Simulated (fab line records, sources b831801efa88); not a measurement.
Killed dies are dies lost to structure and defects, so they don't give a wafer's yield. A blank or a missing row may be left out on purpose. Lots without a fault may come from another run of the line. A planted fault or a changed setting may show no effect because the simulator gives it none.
A struck lot beside a sound one | flow gf180mcu | 18 steps out of a route of 602
Sound: wafers L902.3, L902.5, L902.6. Struck: wafers L908.2, L908.3, L908.4. The cause comes at the end.
At each step with rows: each side's tool, then ch and its chambers, then its first start. Under that, the readings that differ: sound wafers | struck wafers | difference of the means | sigmas: that difference in standard deviations of wafers without a fault.
alike: readings whose means differ by less than 2 such deviations, and words and numbers that are the same on both sides. not compared: withheld readings, readings that some wafer has no value for, bounds like >300 that may hide the same value, and numbers for which the record gives no deviation and whose values overlap.
The two part at a step that has a row with sigmas, a row that says differs or no value, or rows on one side only. Numbers that don't overlap but have no deviation are shown without sigmas and don't part them. A reading that every wafer of one side lacks parts them only if that side has two wafers or more.

first, 1 step without rows for these wafers: GF_POLY_GATE_CVD_00 (deposits poly-Si, target thk 200 nm, time 1200 s).
GF_POLY_GATE_THK_MEAS_01:
  sound on film_metro-01, day 8 22:33; struck on film_metro-01, day 10 18:19
  alike: POLY_GATE_CVD_00_THK
then, 8 steps without rows for these wafers: GF_POLY_GATE_DEHYDRATE_02 (time 60 s); GF_POLY_GATE_HMDS_03 (prime time 60 s); GF_POLY_GATE_COAT_04; GF_POLY_GATE_COAT_05 (resist thk 700 nm); GF_POLY_GATE_SOFTBAKE_06 (time 60 s); GF_POLY_GATE_EXPOSE_07 (exposes mask Poly2, target cd 280 nm); GF_POLY_GATE_PEB_08 (peb time 90 s); GF_POLY_GATE_DEVELOP_09 (develop time 60 s).
GF_POLY_GATE_CD_MEAS_10: target cd 280 nm.
  sound on cd_sem-02, day 9 15:45; struck on cd_sem-01, day 11 12:52
  alike: cd_nm
GF_POLY_GATE_OVL_MEAS_11:
  sound on overlay-01, day 9 15:50; struck on overlay-01, day 11 12:59
  alike: POLY_GATE_OVL
GF_POLY_GATE_ETCH_12: etches BARC in N2/H2.
  sound on rie_diel-03 ch 0,1,2, day 9 15:52; struck on rie_diel-03 ch 0,2,3, day 11 13:01
  no value came back on the struck wafers for any of 6 readings (bias_w (W), chamber_pressure_mTorr (mTorr) and others); on the sound wafers bias_w (W) reads 100.0 100.2 100.2
GF_POLY_GATE_ETCH_13: etches poly-Si in HBr/Cl2, stops on SiO2, target depth 198.5 nm, time 69.6 s.
  sound on rie_si-02 ch 0,1,2, day 9 15:55; struck on rie_si-01 ch 0,2,3, day 11 13:04
  reading               | sound             | struck            | difference | sigmas
  oes_product_au (a.u.) | 0.998 0.992 0.987 | 0.273 0.278 0.275 | -0.717     | -83
  alike: HBr_flow_sccm, bias_w, drypump_motor_current_A, rf_fwd_power_W, throttle_valve_pct
  not compared: rf_hours_counter_h
GF_POLY_GATE_STRIP_14: strips in O2/N2.
  sound on plasma_asher-01 ch 0,1, day 9 16:01; struck on plasma_asher-03 ch 0,1, day 11 13:07
  reading               | sound             | struck            | difference | sigmas
  oes_product_au (a.u.) | 0.511 0.505 0.495 | 0.528 0.524 0.534 | +0.025     | +5
  alike: drypump_motor_current_A, heater_power_w
  not compared: rf_hours_counter_h
then, 2 steps without rows for these wafers: GF_POLY_GATE_CLEAN_15 (cleans in SC1/SC2, time 150 s); GF_POLY_GATE_OXIDATION_16 (stabilise 600 s, purge 300 s, target thk 4 nm).
GF_POLY_GATE_CD_MEAS_18:
  sound on cd_sem-01, day 9 17:29; struck on cd_sem-01, day 11 14:36
  reading    | sound             | struck | difference                    | sigmas
  cd_nm (nm) | 281.2 277.9 277.2 | - - -  | no value on the struck wafers |

WHERE THEY PART
First at GF_POLY_GATE_ETCH_12; last, within this record, at GF_POLY_GATE_CD_MEAS_18.

WHY: what the simulator had put in
Skipped step whole: rie_diel-03, from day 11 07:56 on, at GF_POLY_GATE_ETCH_12. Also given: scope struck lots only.
